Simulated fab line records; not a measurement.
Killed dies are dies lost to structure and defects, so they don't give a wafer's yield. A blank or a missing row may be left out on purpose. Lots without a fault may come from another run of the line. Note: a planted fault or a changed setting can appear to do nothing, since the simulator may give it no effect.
Split-lot study    flow sky130    route with 708 steps; 5 lots, 23 wafers read

== ABOUT THE SPLIT ==
At SKY_VIA4_SPUTTER_17 (material TiN, target thk 20 nm, time 80 s), the setting chamber-pressure-pa was moved away from the recipe's 5 Pa on 20 of the 23 wafers read, by -9.9% to +15.0%. The other wafers ran this setting at the recipe's value.

The reading is taken at the split's own step.

== THE READING ==
TiN_of_VIA4_SPUTTER_17.thk-nm (the simulator's own value, which no gauge read), in nm, at SKY_VIA4_SPUTTER_17 (material TiN, target thk 20 nm, time 80 s). There is no usual value for it anywhere in the file. The 3 wafers here that ran the recipe average 19.90 nm, standard deviation 0.099 nm.

wafer   tool, chamber at the split  chamber-pressure-pa as run, Pa  against the recipe  TiN_of_VIA4_SPUTTER_17.thk-nm, nm  against lot-mates on the recipe
L079.1  pvd-sputter-03, -           5.748                           +15.0%              17.11                              no lot-mate on the recipe
L079.2  pvd-sputter-03, -           5.748                           +15.0%              17.5                               no lot-mate on the recipe
L079.3  pvd-sputter-03, -           5.748                           +15.0%              16.71                              no lot-mate on the recipe
L079.4  pvd-sputter-03, -           5.748                           +15.0%              16.7                               no lot-mate on the recipe
L079.6  pvd-sputter-03, -           5.748                           +15.0%              16.7                               no lot-mate on the recipe
L080.1  pvd-sputter-03, -           4.503                           -9.9%               22.03                              no lot-mate on the recipe
L080.2  pvd-sputter-03, -           4.503                           -9.9%               21.51                              no lot-mate on the recipe
L080.4  pvd-sputter-03, -           4.503                           -9.9%               21.39                              no lot-mate on the recipe
L080.5  pvd-sputter-03, -           4.503                           -9.9%               21.41                              no lot-mate on the recipe
L080.6  pvd-sputter-03, -           4.503                           -9.9%               21.69                              no lot-mate on the recipe
L081.1  pvd-sputter-03, -           5                               recipe              19.82                              -
L081.2  pvd-sputter-03, -           5                               recipe              20.04                              -
L081.3  pvd-sputter-03, -           5                               recipe              19.84                              -
L084.2  pvd-sputter-01, -           5.548                           +11.0%              18.39                              no lot-mate on the recipe
L084.6  pvd-sputter-01, -           5.548                           +11.0%              18.39                              no lot-mate on the recipe
L084.3  pvd-sputter-01, -           5.548                           +11.0%              18.05                              no lot-mate on the recipe
L084.4  pvd-sputter-01, -           5.548                           +11.0%              17.99                              no lot-mate on the recipe
L084.5  pvd-sputter-01, -           5.548                           +11.0%              17.76                              no lot-mate on the recipe
L085.1  pvd-sputter-03, -           4.717                           -5.7%               21.26                              no lot-mate on the recipe
L085.2  pvd-sputter-03, -           4.717                           -5.7%               20.47                              no lot-mate on the recipe
L085.3  pvd-sputter-03, -           4.717                           -5.7%               20.94                              no lot-mate on the recipe
L085.5  pvd-sputter-03, -           4.717                           -5.7%               20.88                              no lot-mate on the recipe
L085.6  pvd-sputter-03, -           4.717                           -5.7%               21.04                              no lot-mate on the recipe

FIT RESULTS
A straight line over all 23 wafers: TiN_of_VIA4_SPUTTER_17.thk-nm changes by -0.182 nm for each +1% of chamber-pressure-pa; r = -0.99; the points scatter about the line by 0.31 nm.
Too few moved wafers have a lot-mate on the recipe to fit a line with each lot's own level taken away.

== THE FILE'S OWN FIT ==
TiN_of_VIA4_SPUTTER_17.thk-nm changes by -0.182 nm for each +1% of chamber-pressure-pa, r = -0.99.
